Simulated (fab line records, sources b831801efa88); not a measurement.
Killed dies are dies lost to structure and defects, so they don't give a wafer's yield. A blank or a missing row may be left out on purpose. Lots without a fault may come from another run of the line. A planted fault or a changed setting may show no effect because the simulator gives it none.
fab line records | flow sky130
record lots=13 wafers=39 last_day=50
route steps=708 shown FIELD_ISO@1 PWDE@53 PAD_OPEN@708
lots that met no fault: from a run of the same line without faults
start_h: hours from the record's first day to the start of the lot's first wafer shown | wait_h: hours since the lot's step before | " the same as in the row above | L1.1+2: a row that stands for several wafers | - no value, or no start given | * or withheld: withheld | < > ~ a bound
route shown NAME@n: a module of which the file shows steps, and the number in the route of the first | usual: mean/standard deviation of fault-free wafers | same: alike in all rows | chamber/n: place in a boat | sites: the reading at each site | _std_site: their standard deviation | _edge_site: outer sites' mean less inner sites' | radius_mm: how far each site lies from the wafer's centre | mask NAME#n: copy n | behind: the tool/chamber that last shaped the wafer | hold: why the lot was held/for how many hours/how that ended | device: the transistor (n, p or np) that didn't switch | end of line: the same wafers' tests at the end of the route | a step without rows: its recipe alone | killed: dies lost to structure and defects at the first sort, not the wafer's yield | map: a wafer's dies, x killed, . not, _ none there
set.NAME: the setting as run; set.NAME@STEP: as run at that earlier step | model.NAME: the simulator's own value behind a step, which no gauge read
steps of the route over a sample of lots; a table a step, a row a wafer
services: from which hour (start_h, from the record's first day; less than 0 if before it) a tool's chamber was out of use, for how many hours, and why
## steps
# step SKY_FIELD_ISO_BOW_MEAS_00
# recipe mode=bow
# usual INCOMING_BOW=0/6.8
# columns lot.wafer tool chamber start_h wait_h INCOMING_BOW[um]
L307.2 film_metro-03 - 10.02 - 7
L307.3 " - " " -1
L307.5 " - " " 0
L308.1 film_metro-02 - 15.00 - -7
L308.2 " - " " -6
L308.3 " - " " -3
L311.1 film_metro-02 - 30.00 - -15
L311.2 " - " " 4
L311.4 " - " " 5
L313.2 film_metro-01 - 40.02 - -6
L313.3 " - " " 4
L313.5 " - " " -3
L314.3 film_metro-03 - 45.05 - -3
L314.4 " - " " -1
L314.5 " - " " -2
L316.1 film_metro-01 - 55.00 - 1
L316.2 " - " " 0
L316.6 " - " " 3
L317.1 film_metro-03 - 60.00 - -1
L317.2 " - " " 6
L317.4 " - " " 0
L318.1 film_metro-01 - 65.00 - 4
L318.2 " - " " -3
L318.6 " - " " 5
L319.3 film_metro-01 - 70.04 - 1
L319.4 " - " " -15
L319.5 " - " " 3
L321.1 film_metro-03 - 80.00 - 5
L321.3 " - " " 4
L321.6 " - " " 5
L322.1 film_metro-01 - 85.00 - 4
L322.2 " - " " -6
L322.6 " - " " 4
L329.1 film_metro-02 - 120.00 - -4
L329.3 " - " " -13
L329.5 " - " " -9
L330.1 film_metro-03 - 125.00 - 8
L330.2 " - " " 6
L330.6 " - " " -12
# step SKY_FIELD_ISO_THK_MEAS_02
# recipe reads=SiO2_of_FIELD_ISO_OXIDATION_01
# usual FIELD_ISO_OXIDATION_00_THK=11.92/0.26
# columns lot.wafer tool chamber start_h wait_h FIELD_ISO_OXIDATION_00_THK[nm]
L307.2 film_metro-01 - 15.95 0.0 12.13
L307.3 " - " " 11.93
L307.5 " - " " 11.92
L308.1 film_metro-03 - 20.43 0.0 11.52
L308.2 " - " " 11.53
L308.3 " - " " 11.71
L311.1 film_metro-03 - 32.61 0.0 12.02
L311.2 " - " " 12.00
L311.4 " - " " 11.97
L313.2 film_metro-01 - 41.64 0.0 12.05
L313.3 " - " " 12.20
L313.5 " - " " 12.04
L314.3 film_metro-02 - 47.23 0.0 11.82
L314.4 " - " " 11.80
L314.5 " - " " 11.65
L316.1 film_metro-02 - 57.65 0.0 12.13
L316.2 " - " " 11.97
L316.6 " - " " 12.04
L317.1 film_metro-01 - 63.93 0.0 12.14
L317.2 " - " " 12.42
L317.4 " - " " 12.39
L318.1 film_metro-01 - 67.54 0.0 11.98
L318.2 " - " " 12.00
L318.6 " - " " 11.94
L319.3 film_metro-02 - 71.65 0.0 12.05
L319.4 " - " " 12.13
L319.5 " - " " 12.17
L321.1 film_metro-03 - 81.63 0.0 12.16
L321.3 " - " " 12.00
L321.6 " - " " 12.43
L322.1 film_metro-01 - 87.29 0.0 11.22
L322.2 " - " " 11.34
L322.6 " - " " 11.40
L329.1 film_metro-03 - 121.63 0.0 12.03
L329.3 " - " " 12.23
L329.5 " - " " 12.24
L330.1 film_metro-02 - 126.63 0.0 11.93
L330.2 " - " " 11.85
L330.6 " - " " 11.88
# step SKY_FIELD_ISO_THK_MEAS_04
# recipe reads=Si3N4_of_FIELD_ISO_CVD_03
# usual FIELD_ISO_CVD_03_THK=159.7/1.5
# columns lot.wafer tool chamber start_h wait_h FIELD_ISO_CVD_03_THK[nm]
L307.2 film_metro-02 - 17.80 0.0 158.5
L307.3 " - " " 159.2
L307.5 " - " " 157.9
L308.1 film_metro-03 - 22.28 0.0 161.0
L308.2 " - " " 160.9
L308.3 " - " " 161.1
L311.1 film_metro-03 - 35.34 0.0 159.7
L311.2 " - " " 159.4
L311.4 " - " " 161.6
L313.2 film_metro-02 - 43.74 0.0 156.7
L313.3 " - " " 157.3
L313.5 " - " " 157.9
L314.3 film_metro-03 - 49.08 0.1 160.8
L314.4 " - " " 161.4
L314.5 " - " " 160.7
L316.1 film_metro-02 - 62.09 0.0 159.8
L316.2 " - " " 160.0
L316.6 " - " " 159.5
L317.1 film_metro-01 - 68.38 0.0 161.9
L317.2 " - " " 162.2
L317.4 " - " " 161.3
L318.1 film_metro-02 - 74.91 0.0 162.1
L318.2 " - " " 162.1
L318.6 " - " " 161.8
L319.3 film_metro-01 - 74.94 0.1 159.2
L319.4 " - " " 161.5
L319.5 " - " " 160.2
L321.1 film_metro-02 - 83.48 0.0 156.7
L321.3 " - " " 159.4
L321.6 " - " " 158.2
L322.1 film_metro-02 - 89.14 0.0 157.2
L322.2 " - " " 156.7
L322.6 " - " " 156.5
L329.1 film_metro-01 - 123.48 0.0 161.0
L329.3 " - " " 162.0
L329.5 " - " " 160.6
L330.1 film_metro-02 - 129.56 0.0 160.9
L330.2 " - " " 158.6
L330.6 " - " " 160.0
# step SKY_PWDE_IMPLANT_08
# recipe species=B energy_kev=150 dose_cm2=3.6e+12 tilt_deg=withheld
# usual dose_ions_cm2=3.6e+12/4e+09
# columns lot.wafer tool chamber start_h wait_h dose_ions_cm2
L307.2 implanter-04 0 70.98 0.0 3.596e+12
L307.3 " 0 " " 3.594e+12
L307.5 " 0 " " 3.592e+12
L308.1 implanter-01 0 76.10 0.0 3.597e+12
L308.2 " 0 " " 3.598e+12
L308.3 " 0 " " 3.592e+12
L311.1 implanter-02 0 91.41 0.0 3.599e+12
L311.2 " 0 " " 3.602e+12
L311.4 " 0 " " 3.599e+12
L313.2 implanter-04 0 102.73 0.0 3.599e+12
L313.3 " 0 " " 3.603e+12
L313.5 " 0 " " 3.605e+12
L314.3 implanter-02 0 105.74 0.1 3.599e+12
L314.4 " 0 " " 3.602e+12
L314.5 " 0 " " 3.597e+12
L316.1 implanter-04 0 121.61 0.0 3.596e+12
L316.2 " 0 " " 3.602e+12
L316.6 " 0 " " 3.592e+12
L317.1 implanter-04 0 127.84 0.0 3.604e+12
L317.2 " 0 " " 3.599e+12
L317.4 " 0 " " 3.599e+12
L318.1 implanter-02 0 136.04 0.0 3.602e+12
L318.2 " 0 " " 3.604e+12
L318.6 " 0 " " 3.606e+12
L319.3 implanter-01 0 136.44 0.1 3.596e+12
L319.4 " 0 " " 3.599e+12
L319.5 " 0 " " 3.597e+12
L321.1 implanter-01 0 146.15 0.0 3.599e+12
L321.3 " 0 " " 3.599e+12
L321.6 " 0 " " 3.594e+12
L322.1 implanter-04 0 152.39 0.0 3.604e+12
L322.2 " 0 " " 3.606e+12
L322.6 " 0 " " 3.603e+12
L329.1 implanter-01 0 190.54 0.0 3.468e+12
L329.3 " 0 " " 3.46e+12
L329.5 " 0 " " 3.466e+12
L330.1 implanter-01 0 199.29 0.0 3.479e+12
L330.2 " 0 " " 3.471e+12
L330.6 " 0 " " 3.471e+12
# step SKY_NWELL_RS_MEAS_31
# recipe thk_meas_gauge=four-point-probe
# usual PWDE_RS=5277/17
# columns lot.wafer tool chamber start_h wait_h PWDE_RS[ohm/sq]
L307.2 film_metro-02 - 106.02 0.1 5248
L307.3 " - " " 5272
L307.5 " - " " 5266
L308.1 film_metro-03 - 112.44 0.1 5296
L308.2 " - " " 5288
L308.3 " - " " 5277
L311.1 film_metro-02 - 127.95 0.1 5267
L311.2 " - " " 5290
L311.4 " - " " 5271
L313.2 film_metro-02 - 141.28 0.1 5299
L313.3 " - " " 5277
L313.5 " - " " 5285
L314.3 film_metro-03 - 144.49 0.1 5270
L314.4 " - " " 5264
L314.5 " - " " 5256
L316.1 film_metro-02 - 161.85 0.1 5279
L316.2 " - " " 5270
L316.6 " - " " 5272
L317.1 film_metro-03 - 167.70 0.1 5252
L317.2 " - " " 5270
L317.4 " - " " 5277
L318.1 film_metro-04 - 177.22 0.1 5275
L318.2 " - " " 5264
L318.6 " - " " 5270
L319.3 film_metro-03 - 178.08 0.1 5286
L319.4 " - " " 5295
L319.5 " - " " 5289
L321.1 film_metro-04 - 188.10 0.1 5265
L321.3 " - " " 5270
L321.6 " - " " 5283
L322.1 film_metro-02 - 193.91 0.1 5298
L322.2 " - " " 5274
L322.6 " - " " 5287
L329.1 film_metro-03 - 235.49 0.1 5431
L329.3 " - " " 5418
L329.5 " - " " 5437
L330.1 film_metro-02 - 245.36 0.1 5418
L330.2 " - " " 5422
L330.6 " - " " 5427
# step SKY_PAD_OPEN_PROBE_99
# usual killed_at_M0_to_M3=43/7.1 killed_at_M4_up=3/1.7 killed_at_contacts=25/5.6 killed_at_front_end=16/4.1 killed_at_other=0.2/0.49 killed_dies=87/9.8 killed_open=47/7.6 killed_short=40/6.1
# same gross_dies=492 killed_at_back_side=0
# columns lot.wafer tool chamber start_h wait_h killed_at_M0_to_M3 killed_at_M4_up killed_at_contacts killed_at_front_end killed_at_other killed_dies killed_open killed_short
L317.1 prober-01 - 1138.64 0.1 48 5 22 14 0 89 46 43
L317.2 prober-01 - 1138.69 0.1 39 2 25 20 0 86 54 32
L317.4 prober-01 - 1138.79 0.2 48 1 22 17 1 89 50 39
# killed by level:class
L317.1 LI_CONTACT:geometric_particle:open=8 VIA3:geometric_particle:open=7 VIA2:geometric_particle:open=7 VIA1:geometric_particle:open=7 METAL1:geometric_particle:short=6 POLY_GATE:geometric_particle:open=5 CONTACT:geometric_particle:short=5 VIA2:geometric_particle:short=5
L317.2 VIA1:geometric_particle:open=9 LI_CONTACT:geometric_particle:open=9 CONTACT:geometric_particle:open=9 POLY_GATE:geometric_particle:short=7 FIELD_ISO:geometric_particle:open=6 METAL1:geometric_particle:short=6 METAL2:geometric_particle:open=6 VIA3:geometric_particle:open=6
L317.4 VIA1:geometric_particle:open=10 VIA3:geometric_particle:open=8 VIA2:geometric_particle:open=8 LI_CONTACT:geometric_particle:open=7 CONTACT:geometric_particle:open=7 METAL2:geometric_particle:short=7 POLY_GATE:geometric_particle:open=5 POLY_GATE:geometric_particle:short=5
## services
# columns tool chamber start_h hours kind
implanter-02 - 49.45 21.9 repair
implanter-02 - 97.61 4.3 repair
implanter-02 - 159.52 5.9 pm
implanter-04 - 169.18 3.0 repair
implanter-04 - 196.62 3.9 repair
## key
first_sign step=SKY_PWDE_IMPLANT_08 reading=dose_ions_cm2 direction=down sigmas=32 usual=* struck=*
effect step=SKY_NWELL_RS_MEAS_31 reading=PWDE_RS direction=up sigmas=8.7 usual=5277 struck=5425
met_at SKY_PWDE_IMPLANT_08
struck_lots L329,L330
tester_left_out L329,L330
not_acting_at SKY_FIELD_ISO_BOW_MEAS_00,SKY_FIELD_ISO_THK_MEAS_02,SKY_FIELD_ISO_THK_MEAS_04
onset_between 146.15 190.54
fault kind=process_parameter_drift tool=implanter-01 chamber=- onset_h=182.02 steps=SKY_PWDE_IMPLANT_08 channel=dose_cm2 offset=* shape=step end_h=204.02 acts_in=* stated=*
# tester_left_out: of these lots the tester's yield and bins aren't shown, on N5 and GAA mostly nor the transistor test; their killed dies are dies lost to structure and defects alone, not to doping, threshold or leakage, so they don't give the yield
